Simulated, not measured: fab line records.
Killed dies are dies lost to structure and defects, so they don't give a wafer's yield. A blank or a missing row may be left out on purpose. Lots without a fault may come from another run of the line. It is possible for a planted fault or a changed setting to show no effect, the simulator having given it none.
One fault through the eyes of 2 desks    flow gf180mcu    numbers are kept per desk, each desk with only its own; the story behind them comes last

METROLOGY DESK
What the gauges read for every lot (on any tool): the sampled wafers with a number, averaged. A lot is out of limits, marked OUT, if its mean lies more than 4 standard deviations from the usual mean; the brackets give that distance.
Columns: A = POLY_GATE_CVD_00_THK at GF_POLY_GATE_THK_MEAS_01, usual 200.5 nm; B = cd_nm at GF_POLY_GATE_CD_MEAS_10, usual 280.1 nm; C = POLY_GATE_OVL at GF_POLY_GATE_OVL_MEAS_11, usual 0 nm
lot   first seen here  A      B      C
L325  day 9 13:21      199.7  279.8  -6
L331  day 11 04:52     201.0  280.2  -1
L338  day 13 03:46     197.3  281.7  2
L340  day 13 08:52     199.7  279.3  -1
L344  day 14 09:49     200.8  281.2  5
L346  day 14 20:02     200.7  279.7  -1
Finding of this desk: none of the 6 lots has anything out of limits.

THE TOOL OWNER'S DESK: rie_si-01
The tool's own readings at GF_POLY_GATE_ETCH_13 (etches poly-Si in HBr/Cl2, stops on SiO2, target depth 198.5 nm, time 69.6 s): means of the sampled wafers that have a number, for each lot that ran on this tool. A lot is out of limits, marked OUT, if its mean lies more than 4 standard deviations from the usual mean; the brackets give that distance.
Columns: A = drypump_motor_current_A at GF_POLY_GATE_ETCH_13, usual 5.9 A; B = oes_product_au at GF_POLY_GATE_ETCH_13, usual 0.992 a.u.; C = run_length_s at GF_POLY_GATE_ETCH_13, usual 98.0 s; D = throttle_valve_pct at GF_POLY_GATE_ETCH_13, usual 33.684 %
lot   first seen here  A    B      C               D
L325  day 10 05:58     5.8  0.993  97.7            33.686
L338  day 13 23:02     6.0  0.985  86.0 (-22) OUT  33.683
L340  day 14 04:35     6.3  0.987  74.7 (-42) OUT  33.687
This desk's finding: out of limits on L338, L340; first on L338, day 13 23:02 (run_length_s at GF_POLY_GATE_ETCH_13). In limits: L325.

PUT TOGETHER
The tool owner's desk could have raised an alarm at day 13 23:02, on L338, L340.
At the metrology desk, nothing out of limits was observed.
The metrology desk holds a record of L338, L340, inside its limits.
GF_POLY_GATE_ETCH_13 was run on rie_si-01 by each of the lots named.

WHAT HAD BEEN PUT IN BY THE SIMULATOR
rie_si-01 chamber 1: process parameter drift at GF_POLY_GATE_ETCH_13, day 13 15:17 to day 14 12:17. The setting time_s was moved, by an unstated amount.
Shown lots that were struck: L338, L340.
Delay in hours, fault start to first out-of-limits reading, by desk: the tool owner's desk at 8.
